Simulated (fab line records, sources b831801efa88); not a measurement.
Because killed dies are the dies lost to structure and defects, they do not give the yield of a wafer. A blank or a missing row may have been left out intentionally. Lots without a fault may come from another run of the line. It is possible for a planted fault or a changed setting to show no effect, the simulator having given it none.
Which tool did it? || flow gf180mcu || 72 wafers from 24 lots sampled at 4 of the route's 602 steps

== WHAT THE GAUGES READ, wafer by wafer ==
GF_V4_BOW_MEAS_05.
{"lot": "L074", "measured": "day 23 22:31", "on": "filmMetro-01", "V4_BOW (um)": "131 131 130"}
{"lot": "L075", "measured": "day 24 04:31", "on": "filmMetro-02", "V4_BOW (um)": "131 120 136"}
{"lot": "L076", "measured": "day 24 16:35", "on": "filmMetro-02", "V4_BOW (um)": "150 158 144"}
{"lot": "L077", "measured": "day 25 06:23", "on": "filmMetro-02", "V4_BOW (um)": "155 153 140"}
{"lot": "L078", "measured": "day 25 08:05", "on": "filmMetro-02", "V4_BOW (um)": "126 126 129"}
{"lot": "L079", "measured": "day 25 13:44", "on": "filmMetro-02", "V4_BOW (um)": "118 132 130"}
{"lot": "L080", "measured": "day 26 07:23", "on": "filmMetro-04", "V4_BOW (um)": "142 141 136"}
{"lot": "L081", "measured": "day 26 11:09", "on": "filmMetro-04", "V4_BOW (um)": "136 137 130"}
{"lot": "L082", "measured": "day 26 14:45", "on": "filmMetro-02", "V4_BOW (um)": "128 138 149"}
{"lot": "L083", "measured": "day 26 23:08", "on": "filmMetro-02", "V4_BOW (um)": "115 124 140"}
{"lot": "L084", "measured": "day 27 06:56", "on": "filmMetro-02", "V4_BOW (um)": "131 143 148"}
{"lot": "L085", "measured": "day 27 13:39", "on": "filmMetro-04", "V4_BOW (um)": "128 143 125"}
{"lot": "L086", "measured": "day 27 23:13", "on": "filmMetro-04", "V4_BOW (um)": "121 123 133"}
{"lot": "L087", "measured": "day 28 08:09", "on": "filmMetro-02", "V4_BOW (um)": "135 133 143"}
{"lot": "L088", "measured": "day 28 17:20", "on": "filmMetro-02", "V4_BOW (um)": "134 137 135"}
{"lot": "L089", "measured": "day 28 20:50", "on": "filmMetro-02", "V4_BOW (um)": "117 109 118"}
{"lot": "L091", "measured": "day 29 12:43", "on": "filmMetro-02", "V4_BOW (um)": "132 143 144"}
{"lot": "L090", "measured": "day 29 13:59", "on": "filmMetro-02", "V4_BOW (um)": "127 140 126"}
{"lot": "L092", "measured": "day 29 19:23", "on": "filmMetro-04", "V4_BOW (um)": "112 128 115"}
{"lot": "L093", "measured": "day 30 02:40", "on": "filmMetro-04", "V4_BOW (um)": "133 133 135"}
{"lot": "L095", "measured": "day 30 12:35", "on": "filmMetro-04", "V4_BOW (um)": "118 132 125"}
{"lot": "L094", "measured": "day 30 14:36", "on": "filmMetro-04", "V4_BOW (um)": "125 132 123"}
{"lot": "L096", "measured": "day 30 19:38", "on": "filmMetro-04", "V4_BOW (um)": "141 122 143"}
{"lot": "L097", "measured": "day 31 06:56", "on": "filmMetro-04", "V4_BOW (um)": "132 140 130"}

== WHICH TOOL RAN EACH LOT (tool, then ch and the chambers of the sampled wafers, then the start) ==
{"lot": "L074", "GF_M1_SPUTTER_03": "pvdSputter-03, day 16 12:36", "GF_V1_CVD_02": "pecvd-03 ch 0,1,2, day 17 12:40", "GF_M3_METAL_ETCH_16": "rieMetal-01 ch 0,1, day 21 19:50"}
{"lot": "L075", "GF_M1_SPUTTER_03": "pvdSputter-04, day 16 18:10", "GF_V1_CVD_02": "pecvd-01 ch 0,2, day 17 18:19", "GF_M3_METAL_ETCH_16": "rieMetal-01 ch 0,1, day 22 01:38"}
{"lot": "L076", "GF_M1_SPUTTER_03": "pvdSputter-03, day 17 08:05", "GF_V1_CVD_02": "pecvd-03 ch 1,2, day 18 08:51", "GF_M3_METAL_ETCH_16": "rieMetal-03 ch 0,1, day 22 15:11"}
{"lot": "L077", "GF_M1_SPUTTER_03": "pvdSputter-03, day 17 22:09", "GF_V1_CVD_02": "pecvd-04 ch 0,1, day 18 23:19", "GF_M3_METAL_ETCH_16": "rieMetal-03 ch 0,1, day 23 05:50"}
{"lot": "L078", "GF_M1_SPUTTER_03": "pvdSputter-04, day 17 23:37", "GF_V1_CVD_02": "pecvd-03 ch 0,1,2, day 19 00:28", "GF_M3_METAL_ETCH_16": "rieMetal-01 ch 0,1, day 23 06:11"}
{"lot": "L079", "GF_M1_SPUTTER_03": "pvdSputter-03, day 18 05:42", "GF_V1_CVD_02": "pecvd-01 ch 0,2, day 19 07:14", "GF_M3_METAL_ETCH_16": "rieMetal-01 ch 0,1, day 23 12:20"}
{"lot": "L080", "GF_M1_SPUTTER_03": "pvdSputter-01, day 19 02:01", "GF_V1_CVD_02": "pecvd-03 ch 1,2, day 20 03:52", "GF_M3_METAL_ETCH_16": "rieMetal-01 ch 0,1, day 24 06:29"}
{"lot": "L081", "GF_M1_SPUTTER_03": "pvdSputter-04, day 19 06:32", "GF_V1_CVD_02": "pecvd-04 ch 1,2, day 20 07:49", "GF_M3_METAL_ETCH_16": "rieMetal-04 ch 0,1, day 24 11:56"}
{"lot": "L082", "GF_M1_SPUTTER_03": "pvdSputter-04, day 19 08:41", "GF_V1_CVD_02": "pecvd-03 ch 0,1,2, day 20 10:16", "GF_M3_METAL_ETCH_16": "rieMetal-04 ch 1, day 24 14:41"}
{"lot": "L083", "GF_M1_SPUTTER_03": "pvdSputter-03, day 19 17:40", "GF_V1_CVD_02": "pecvd-04 ch 0,2, day 20 19:25", "GF_M3_METAL_ETCH_16": "rieMetal-04 ch 0,1, day 24 22:14"}
{"lot": "L084", "GF_M1_SPUTTER_03": "pvdSputter-03, day 20 06:42", "GF_V1_CVD_02": "pecvd-04 ch 1,2, day 21 08:38", "GF_M3_METAL_ETCH_16": "rieMetal-04 ch 0,1, day 25 08:08"}
{"lot": "L085", "GF_M1_SPUTTER_03": "pvdSputter-04, day 20 12:35", "GF_V1_CVD_02": "pecvd-04 ch 0,2, day 21 13:56", "GF_M3_METAL_ETCH_16": "rieMetal-03 ch 0,1, day 25 14:59"}
{"lot": "L086", "GF_M1_SPUTTER_03": "pvdSputter-03, day 20 23:07", "GF_V1_CVD_02": "pecvd-04 ch 1,2, day 22 00:16", "GF_M3_METAL_ETCH_16": "rieMetal-03 ch 0,1, day 26 00:38"}
{"lot": "L087", "GF_M1_SPUTTER_03": "pvdSputter-03, day 21 11:34", "GF_V1_CVD_02": "pecvd-04 ch 0,1, day 22 12:08", "GF_M3_METAL_ETCH_16": "rieMetal-04 ch 0,1, day 26 11:53"}
{"lot": "L088", "GF_M1_SPUTTER_03": "pvdSputter-03, day 21 19:51", "GF_V1_CVD_02": "pecvd-03 ch 0,1,2, day 22 20:06", "GF_M3_METAL_ETCH_16": "rieMetal-04 ch 0,1, day 26 20:00"}
{"lot": "L089", "GF_M1_SPUTTER_03": "pvdSputter-01, day 22 03:35", "GF_V1_CVD_02": "pecvd-01 ch 0,1,2, day 23 04:31", "GF_M3_METAL_ETCH_16": "rieMetal-04 ch 0,1, day 27 01:19"}
{"lot": "L091", "GF_M1_SPUTTER_03": "pvdSputter-03, day 22 20:34", "GF_V1_CVD_02": "pecvd-04 ch 1,2, day 23 20:56", "GF_M3_METAL_ETCH_16": "rieMetal-01 ch 1, day 27 17:05"}
{"lot": "L090", "GF_M1_SPUTTER_03": "pvdSputter-01, day 22 21:10", "GF_V1_CVD_02": "pecvd-01 ch 0,2, day 23 21:17", "GF_M3_METAL_ETCH_16": "rieMetal-03 ch 0,1, day 27 18:32"}
{"lot": "L092", "GF_M1_SPUTTER_03": "pvdSputter-03, day 23 04:50", "GF_V1_CVD_02": "pecvd-03 ch 0,1,2, day 24 04:44", "GF_M3_METAL_ETCH_16": "rieMetal-04 ch 0,1, day 27 23:17"}
{"lot": "L093", "GF_M1_SPUTTER_03": "pvdSputter-04, day 23 15:42", "GF_V1_CVD_02": "pecvd-04 ch 0,2, day 24 15:31", "GF_M3_METAL_ETCH_16": "rieMetal-03 ch 1, day 28 08:08"}
{"lot": "L095", "GF_M1_SPUTTER_03": "pvdSputter-04, day 24 02:23", "GF_V1_CVD_02": "pecvd-04 ch 1,2, day 25 02:18", "GF_M3_METAL_ETCH_16": "rieMetal-04 ch 0,1, day 28 17:55"}
{"lot": "L094", "GF_M1_SPUTTER_03": "pvdSputter-04, day 24 03:47", "GF_V1_CVD_02": "pecvd-01 ch 0,1,2, day 25 02:56", "GF_M3_METAL_ETCH_16": "rieMetal-01 ch 1, day 28 19:35"}
{"lot": "L096", "GF_M1_SPUTTER_03": "pvdSputter-01, day 24 12:40", "GF_V1_CVD_02": "pecvd-01 ch 0,1,2, day 25 10:47", "GF_M3_METAL_ETCH_16": "rieMetal-01 ch 1, day 29 01:23"}
{"lot": "L097", "GF_M1_SPUTTER_03": "pvdSputter-01, day 24 23:53", "GF_V1_CVD_02": "pecvd-01 ch 0,1, day 25 22:26", "GF_M3_METAL_ETCH_16": "rieMetal-01 ch 1, day 29 13:35"}
- GF_M1_SPUTTER_03: material Ti, target thk 10 nm, time 6.7 s.
- GF_V1_CVD_02: deposits SiO2 from TEOS, target thk 850 nm, time 94.851 s.
- GF_M3_METAL_ETCH_16: etches the open film in Cl2/BCl3, stops on SiO2, target depth 750.8 nm, time 125.1 s.

== AS READ BY THE TOOLS THEMSELVES (means over the sampled wafers that have a number; for cases with no such wafer, the mark the record gives instead) ==
GF_M1_SPUTTER_03.
{"lot": "L074", "tool": "pvdSputter-03", "throttleValvePct (%)": 30.2}
{"lot": "L075", "tool": "pvdSputter-04", "throttleValvePct (%)": 30.0}
{"lot": "L076", "tool": "pvdSputter-03", "throttleValvePct (%)": 30.1}
{"lot": "L077", "tool": "pvdSputter-03", "throttleValvePct (%)": 30.3}
{"lot": "L078", "tool": "pvdSputter-04", "throttleValvePct (%)": 29.6}
{"lot": "L079", "tool": "pvdSputter-03", "throttleValvePct (%)": 30.9}
{"lot": "L080", "tool": "pvdSputter-01", "throttleValvePct (%)": 29.8}
{"lot": "L081", "tool": "pvdSputter-04", "throttleValvePct (%)": 30.8}
{"lot": "L082", "tool": "pvdSputter-04", "throttleValvePct (%)": 29.4}
{"lot": "L083", "tool": "pvdSputter-03", "throttleValvePct (%)": 30.1}
{"lot": "L084", "tool": "pvdSputter-03", "throttleValvePct (%)": 30.7}
{"lot": "L085", "tool": "pvdSputter-04", "throttleValvePct (%)": 29.8}
{"lot": "L086", "tool": "pvdSputter-03", "throttleValvePct (%)": 31.2}
{"lot": "L087", "tool": "pvdSputter-03", "throttleValvePct (%)": 30.0}
{"lot": "L088", "tool": "pvdSputter-03", "throttleValvePct (%)": 30.7}
{"lot": "L089", "tool": "pvdSputter-01", "throttleValvePct (%)": 30.3}
{"lot": "L091", "tool": "pvdSputter-03", "throttleValvePct (%)": 30.8}
{"lot": "L090", "tool": "pvdSputter-01", "throttleValvePct (%)": 30.0}
{"lot": "L092", "tool": "pvdSputter-03", "throttleValvePct (%)": 31.3}
{"lot": "L093", "tool": "pvdSputter-04", "throttleValvePct (%)": 30.7}
{"lot": "L095", "tool": "pvdSputter-04", "throttleValvePct (%)": 30.0}
{"lot": "L094", "tool": "pvdSputter-04", "throttleValvePct (%)": 30.8}
{"lot": "L096", "tool": "pvdSputter-01", "throttleValvePct (%)": 29.9}
{"lot": "L097", "tool": "pvdSputter-01", "throttleValvePct (%)": 30.4}

GF_V1_CVD_02.
{"lot": "L074", "tool": "pecvd-03", "heaterPowerW (W)": 588}
{"lot": "L075", "tool": "pecvd-01", "heaterPowerW (W)": 743}
{"lot": "L076", "tool": "pecvd-03", "heaterPowerW (W)": 626}
{"lot": "L077", "tool": "pecvd-04", "heaterPowerW (W)": 730}
{"lot": "L078", "tool": "pecvd-03", "heaterPowerW (W)": 627}
{"lot": "L079", "tool": "pecvd-01", "heaterPowerW (W)": 719}
{"lot": "L080", "tool": "pecvd-03", "heaterPowerW (W)": 624}
{"lot": "L081", "tool": "pecvd-04", "heaterPowerW (W)": 654}
{"lot": "L082", "tool": "pecvd-03", "heaterPowerW (W)": 547}
{"lot": "L083", "tool": "pecvd-04", "heaterPowerW (W)": 695}
{"lot": "L084", "tool": "pecvd-04", "heaterPowerW (W)": 667}
{"lot": "L085", "tool": "pecvd-04", "heaterPowerW (W)": 663}
{"lot": "L086", "tool": "pecvd-04", "heaterPowerW (W)": 613}
{"lot": "L087", "tool": "pecvd-04", "heaterPowerW (W)": 747}
{"lot": "L088", "tool": "pecvd-03", "heaterPowerW (W)": 572}
{"lot": "L089", "tool": "pecvd-01", "heaterPowerW (W)": 635}
{"lot": "L091", "tool": "pecvd-04", "heaterPowerW (W)": 647}
{"lot": "L090", "tool": "pecvd-01", "heaterPowerW (W)": 544}
{"lot": "L092", "tool": "pecvd-03", "heaterPowerW (W)": 565}
{"lot": "L093", "tool": "pecvd-04", "heaterPowerW (W)": 672}
{"lot": "L095", "tool": "pecvd-04", "heaterPowerW (W)": 688}
{"lot": "L094", "tool": "pecvd-01", "heaterPowerW (W)": 624}
{"lot": "L096", "tool": "pecvd-01", "heaterPowerW (W)": 656}
{"lot": "L097", "tool": "pecvd-01", "heaterPowerW (W)": 720}

GF_M3_METAL_ETCH_16.
{"lot": "L074", "tool": "rieMetal-01", "drypumpMotorCurrentA (A)": 6.24, "mfcCl2Sccm (sccm)": 79.76, "oesProductAu (a.u.)": 0.989, "throttleValvePct (%)": 28.238}
{"lot": "L075", "tool": "rieMetal-01", "drypumpMotorCurrentA (A)": 6.41, "mfcCl2Sccm (sccm)": 80.20, "oesProductAu (a.u.)": 0.994, "throttleValvePct (%)": 28.224}
{"lot": "L076", "tool": "rieMetal-03", "drypumpMotorCurrentA (A)": 5.78, "mfcCl2Sccm (sccm)": 79.96, "oesProductAu (a.u.)": 0.987, "throttleValvePct (%)": 28.241}
{"lot": "L077", "tool": "rieMetal-03", "drypumpMotorCurrentA (A)": 5.82, "mfcCl2Sccm (sccm)": 80.07, "oesProductAu (a.u.)": 0.988, "throttleValvePct (%)": 28.229}
{"lot": "L078", "tool": "rieMetal-01", "drypumpMotorCurrentA (A)": 6.40, "mfcCl2Sccm (sccm)": 80.10, "oesProductAu (a.u.)": 0.993, "throttleValvePct (%)": 28.237}
{"lot": "L079", "tool": "rieMetal-01", "drypumpMotorCurrentA (A)": 6.39, "mfcCl2Sccm (sccm)": 79.93, "oesProductAu (a.u.)": 0.986, "throttleValvePct (%)": 28.233}
{"lot": "L080", "tool": "rieMetal-01", "drypumpMotorCurrentA (A)": 6.24, "mfcCl2Sccm (sccm)": 79.84, "oesProductAu (a.u.)": 0.995, "throttleValvePct (%)": 28.224}
{"lot": "L081", "tool": "rieMetal-04", "drypumpMotorCurrentA (A)": 6.01, "mfcCl2Sccm (sccm)": 79.78, "oesProductAu (a.u.)": 0.986, "throttleValvePct (%)": 28.233}
{"lot": "L082", "tool": "rieMetal-04", "drypumpMotorCurrentA (A)": 5.96, "mfcCl2Sccm (sccm)": 80.14, "oesProductAu (a.u.)": 0.992, "throttleValvePct (%)": 28.234}
{"lot": "L083", "tool": "rieMetal-04", "drypumpMotorCurrentA (A)": 5.97, "mfcCl2Sccm (sccm)": 80.19, "oesProductAu (a.u.)": 0.992, "throttleValvePct (%)": 28.230}
{"lot": "L084", "tool": "rieMetal-04", "drypumpMotorCurrentA (A)": 5.95, "mfcCl2Sccm (sccm)": 79.97, "oesProductAu (a.u.)": 0.991, "throttleValvePct (%)": 28.226}
{"lot": "L085", "tool": "rieMetal-03", "drypumpMotorCurrentA (A)": 5.77, "mfcCl2Sccm (sccm)": 80.26, "oesProductAu (a.u.)": 0.983, "throttleValvePct (%)": 28.229}
{"lot": "L086", "tool": "rieMetal-03", "drypumpMotorCurrentA (A)": 5.77, "mfcCl2Sccm (sccm)": 79.90, "oesProductAu (a.u.)": 0.991, "throttleValvePct (%)": 28.236}
{"lot": "L087", "tool": "rieMetal-04", "drypumpMotorCurrentA (A)": 6.00, "mfcCl2Sccm (sccm)": 80.05, "oesProductAu (a.u.)": 0.988, "throttleValvePct (%)": 28.227}
{"lot": "L088", "tool": "rieMetal-04", "drypumpMotorCurrentA (A)": 6.02, "mfcCl2Sccm (sccm)": 79.92, "oesProductAu (a.u.)": 0.987, "throttleValvePct (%)": 28.228}
{"lot": "L089", "tool": "rieMetal-04", "drypumpMotorCurrentA (A)": 6.00, "mfcCl2Sccm (sccm)": 79.84, "oesProductAu (a.u.)": 0.983, "throttleValvePct (%)": 28.228}
{"lot": "L091", "tool": "rieMetal-01", "drypumpMotorCurrentA (A)": 6.55, "mfcCl2Sccm (sccm)": 80.08, "oesProductAu (a.u.)": 0.988, "throttleValvePct (%)": 28.243}
{"lot": "L090", "tool": "rieMetal-03", "drypumpMotorCurrentA (A)": 5.82, "mfcCl2Sccm (sccm)": 79.98, "oesProductAu (a.u.)": 0.983, "throttleValvePct (%)": 28.237}
{"lot": "L092", "tool": "rieMetal-04", "drypumpMotorCurrentA (A)": 5.96, "mfcCl2Sccm (sccm)": 80.09, "oesProductAu (a.u.)": 0.990, "throttleValvePct (%)": 28.230}
{"lot": "L093", "tool": "rieMetal-03", "drypumpMotorCurrentA (A)": 5.73, "mfcCl2Sccm (sccm)": 79.91, "oesProductAu (a.u.)": 0.981, "throttleValvePct (%)": 28.239}
{"lot": "L095", "tool": "rieMetal-04", "drypumpMotorCurrentA (A)": 6.00, "mfcCl2Sccm (sccm)": 80.15, "oesProductAu (a.u.)": 0.992, "throttleValvePct (%)": 28.225}
{"lot": "L094", "tool": "rieMetal-01", "drypumpMotorCurrentA (A)": 6.55, "mfcCl2Sccm (sccm)": 79.93, "oesProductAu (a.u.)": 0.981, "throttleValvePct (%)": 28.243}
{"lot": "L096", "tool": "rieMetal-01", "drypumpMotorCurrentA (A)": 6.56, "mfcCl2Sccm (sccm)": 80.19, "oesProductAu (a.u.)": 0.983, "throttleValvePct (%)": 28.236}
{"lot": "L097", "tool": "rieMetal-01", "drypumpMotorCurrentA (A)": 6.54, "mfcCl2Sccm (sccm)": 80.08, "oesProductAu (a.u.)": 0.978, "throttleValvePct (%)": 28.240}

== THE ANSWER, worked out from the rows above alone ==
Rule: the usual values come from the lots themselves. Put in order of their means at a reading, lots are off if they are a third of the lots or fewer, leave a main group of 4 or more, and stand apart from it by a gap of 3 or more times the standard deviation of the main group's means; of several such gaps the widest counts. Not used: any main group whose means are identical at the precision the tables above print for the reading. Also off: a lot with no number at a reading for which 4 or more lots have one. Where the step has rows for the other lots, those lots are counted as sound. Order of review: gauges by route order, followed by the tools' own readings, for which a lot's mean as printed above is used. The first step at which some lot is off is used, and at that step the reading that is off furthest; a lot without a number counts as furthest.
None of the lots is off at any reading shown; this tells nothing.

== WHAT HAD BEEN PUT IN BY THE SIMULATOR ==
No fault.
